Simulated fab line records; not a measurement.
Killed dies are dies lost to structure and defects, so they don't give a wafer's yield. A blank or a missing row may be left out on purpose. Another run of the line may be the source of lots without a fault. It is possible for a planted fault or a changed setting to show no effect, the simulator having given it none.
Which tool did it? ; flow gf180mcu ; Sampling: 13 lots, 37 wafers, 3 of 602 route steps

== WHAT THE GAUGES SHOWED, per wafer ==
GF_STI_BOW_MEAS_00.
lot;measured;on;INCOMING_BOW (um)
L903;day 1 15:01;film_metro-02;1 4 3
L904;day 1 20:00;film_metro-02;6 0 -8
L905;day 2 01:04;film_metro-04;-8 -5 2
L906;day 2 06:00;film_metro-04;-11 2 15
L907;day 2 11:04;film_metro-04;-3 1 8
L910;day 3 02:02;film_metro-04;-3 -3 7
L911;day 3 07:02;film_metro-02;5 -12 9
L912;day 3 12:00;film_metro-02;9 12 13
L913;day 3 17:00;film_metro-04;9 4 0
L914;day 3 22:00;film_metro-03;-4 3 -8
L915;day 4 03:01;film_metro-02;4 6 19
L917;day 4 13:02;film_metro-02;-8 4
L918;day 4 18:00;film_metro-02;-2 5

GF_DNWELL_TW_MEAS_09.
lot;measured;on;DNWELL_TW
L903;day 3 04:23;film_metro-02;1350 1346 1352
L904;day 3 06:50;film_metro-03;1349 1349 1344
L905;day 3 10:06;film_metro-02;1350 1354 1350
L906;day 3 20:31;film_metro-01;1348 1337 1340
L907;day 3 23:54;film_metro-02;1358 1351 1345
L910;day 4 20:53;film_metro-01;1323 1327 1325
L911;day 5 01:11;film_metro-02;1344 1341 1350
L912;day 5 06:53;film_metro-01;1345 1348 1343
L913;day 5 12:08;film_metro-03;1338 1338 1342
L914;day 5 17:14;film_metro-01;1468 1337 1343
L915;day 5 17:35;film_metro-02;1343 1332 1334
L917;day 6 08:37;film_metro-01;1333 1460
L918;day 6 17:10;film_metro-02;1471 1351

== EACH LOT AND THE TOOL THAT RAN IT (in order: tool; ch and the chambers of the sampled wafers; start) ==
lot;GF_DNWELL_IMPLANT_07
L903;implanter-03 ch 0, day 3 04:10
L904;implanter-01 ch 0, day 3 06:35
L905;implanter-01 ch 0, day 3 09:54
L906;implanter-03 ch 0, day 3 20:16
L907;implanter-02 ch 0, day 3 23:41
L910;implanter-02 ch 0, day 4 20:40
L911;implanter-03 ch 0, day 5 00:58
L912;implanter-03 ch 0, day 5 06:38
L913;implanter-02 ch 0, day 5 11:53
L914;implanter-03 ch 0, day 5 16:59
L915;implanter-01 ch 0, day 5 17:20
L917;implanter-03 ch 0, day 6 08:23
L918;implanter-03 ch 0, day 6 16:55
- GF_DNWELL_IMPLANT_07

== AS READ BY THE TOOLS THEMSELVES (means over the sampled wafers that have a number; for cases with no such wafer, the mark the record gives instead) ==
GF_DNWELL_IMPLANT_07.
lot;tool;beam_on_s (s);end_station_pressure_torr (Torr);faraday_current_uA
L903;implanter-03;10.20;5.03e-06;55.3
L904;implanter-01;10.19;4.95e-06;55.2
L905;implanter-01;10.00;5.07e-06;56.6
L906;implanter-03;9.89;5.23e-06;57.0
L907;implanter-02;10.24;5.15e-06;55.0
L910;implanter-02;10.02;4.95e-06;56.3
L911;implanter-03;10.00;4.91e-06;56.6
L912;implanter-03;9.79;5.16e-06;57.5
L913;implanter-02;9.92;4.79e-06;56.8
L914;implanter-03;10.97;4.96e-06;52.2
L915;implanter-01;10.08;4.96e-06;55.8
L917;implanter-03;11.84;5.10e-06;48.8
L918;implanter-03;11.68;5.00e-06;49.1

== THE ANSWER, worked out from the rows above alone ==
Rule: the lots themselves supply what counts as usual. Put in order of their means at a reading, lots are off if they are a third of the lots or fewer, leave a main group of 4 or more, and stand apart from it by a gap of 3 or more times the standard deviation of the main group's means; of several such gaps the widest counts. A main group whose means are all the same, to the digits that the tables above print for the reading, isn't used. Also off: a lot with no number at a reading for which 4 or more lots have one. Where the step has rows for the other lots, those lots are counted as sound. After the gauges, taken in route order, come the tools' own readings; for these a lot's mean is taken, as printed above. At the first step where some lot is off, the reading lying furthest off is the one used; lots without a number count as furthest.
Off: L914, L917, L918, at GF_DNWELL_TW_MEAS_09 (DNWELL_TW). Main group: mean 1343, sd 7.7.
If a tool, at a process step before that reading, ran all the lots that are off and no sound lot after the first of them, it fits. The gauges at GF_DNWELL_TW_MEAS_09 aren't tried: what is off there is off at GF_DNWELL_IMPLANT_07 too, on other tools, and a gauge's error can't cause that. One candidate fits, namely implanter-03 at GF_DNWELL_IMPLANT_07. A fault onset in the window from L912 (day 5 06:38, its last sound lot) to L914 (day 5 16:59, its first lot off) fits.
The tool's own readings at GF_DNWELL_IMPLANT_07 bear it out: on the lots that are off they differ by more than 5 times the standard deviation of the sound lots' means. beam_on_s reads 11.50 s there against 10.03 s on the sound lots; faraday_current_uA reads 50.0 there against 56.2 on the sound lots.

== WHAT THE SIMULATOR HAD PUT IN ==
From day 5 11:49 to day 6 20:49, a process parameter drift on implanter-03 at GF_DNWELL_IMPLANT_07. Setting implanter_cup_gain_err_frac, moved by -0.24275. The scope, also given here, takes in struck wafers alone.
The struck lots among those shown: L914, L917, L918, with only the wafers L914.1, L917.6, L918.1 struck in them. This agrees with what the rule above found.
